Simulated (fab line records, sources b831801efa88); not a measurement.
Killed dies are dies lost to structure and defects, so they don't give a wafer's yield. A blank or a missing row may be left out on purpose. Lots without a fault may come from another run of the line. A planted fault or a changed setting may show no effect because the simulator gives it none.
A struck lot beside a sound one | flow gf180mcu | 18 steps out of a route of 602
Sound: wafers L893.2, L893.4, L893.5. Struck: wafers L900.3, L900.4, L900.6. The cause comes at the end.
At each step with rows: each side's tool, then ch and its chambers, then its first start. Under that, the readings that differ: sound wafers | struck wafers | difference of the means | sigmas: that difference in standard deviations of wafers without a fault.
alike: readings whose means differ by less than 2 such deviations, and words and numbers that are the same on both sides. not compared: withheld readings, readings that some wafer has no value for, bounds like >300 that may hide the same value, and numbers for which the record gives no deviation and whose values overlap.
The two part at a step that has a row with sigmas, a row that says differs or no value, or rows on one side only. Numbers that don't overlap but have no deviation are shown without sigmas and don't part them. A reading that every wafer of one side lacks parts them only if that side has two wafers or more.

first, 2 steps without rows for these wafers: GF_NSD_PEB_05; GF_NSD_DEVELOP_06 (develop time 60 s).
GF_NSD_CD_MEAS_07: target cd 400 nm.
  sound on cd_sem-01, day 15 19:59; struck on cd_sem-02, day 18 10:47
  reading    | sound             | struck            | difference | sigmas
  cd_nm (nm) | 403.1 404.1 404.8 | 397.6 399.0 397.8 | -5.9       | -2
GF_NSD_OVL_MEAS_08:
  sound on overlay-01, day 15 20:05; struck on overlay-02, day 18 10:53
  alike: NSD_OVL
then, 2 steps without rows for these wafers: GF_NSD_IMPLANT_09; GF_NSD_IMPLANT_10.
GF_NSD_STRIP_11: strips in O2/N2.
  sound on plasma_asher-04 ch 0,1, day 15 20:25; struck on plasma_asher-03 ch 0,1, day 18 11:14
  alike: drypump_motor_current_A, heater_power_w, oes_product_au, strip_time_to_endpoint_s
  not compared: rf_hours_counter_h
GF_NSD_TW_MEAS_12:
  sound on film_metro-03, day 15 20:32; struck on film_metro-04, day 18 11:20
  reading | sound          | struck         | difference | sigmas
  NSD_TW  | 4298 4292 4322 | 4208 4255 4235 | -71        | -3
then, 4 steps without rows for these wafers: GF_PSD_DEHYDRATE_00 (time 60 s); GF_PSD_HMDS_01 (prime time 60 s); GF_PSD_COAT_02 (resist thk 1000 nm); GF_PSD_SOFTBAKE_03 (time 60 s).
GF_PSD_EXPOSE_04: exposes mask Pplus, target cd 400 nm.
  sound on iline_stepper-02 ch 0, day 16 06:43; struck on iline_stepper-01 ch 0, day 18 23:33
  reading                     | sound             | struck               | difference | sigmas
  model.PSD.overlay_x_nm (nm) | 1.575 1.575 1.575 | -139.7 -139.7 -139.7 | -141.3     |
  alike: mask
then, 2 steps without rows for these wafers: GF_PSD_PEB_05; GF_PSD_DEVELOP_06 (develop time 60 s).
GF_PSD_CD_MEAS_07: target cd 400 nm.
  sound on cd_sem-01, day 16 18:41; struck on cd_sem-01, day 19 10:54
  alike: cd_nm
GF_PSD_OVL_MEAS_08:
  sound on overlay-01, day 16 18:47; struck on overlay-01, day 19 11:13
  reading      | sound       | struck               | difference | sigmas
  PSD_OVL (nm) | 3.1 3.0 1.1 | -140.9 -141.2 -140.3 | -143.2     | -99 or more
  not compared: hold
GF_PASSIVATION_PROBE_99:
  the record has rows for the sound wafers here (prober-01, day 31 05:16) and none for the struck ones

WHERE THEY PART
First at GF_NSD_CD_MEAS_07; last, within this record, at GF_PASSIVATION_PROBE_99.

WHY: what the simulator had put in
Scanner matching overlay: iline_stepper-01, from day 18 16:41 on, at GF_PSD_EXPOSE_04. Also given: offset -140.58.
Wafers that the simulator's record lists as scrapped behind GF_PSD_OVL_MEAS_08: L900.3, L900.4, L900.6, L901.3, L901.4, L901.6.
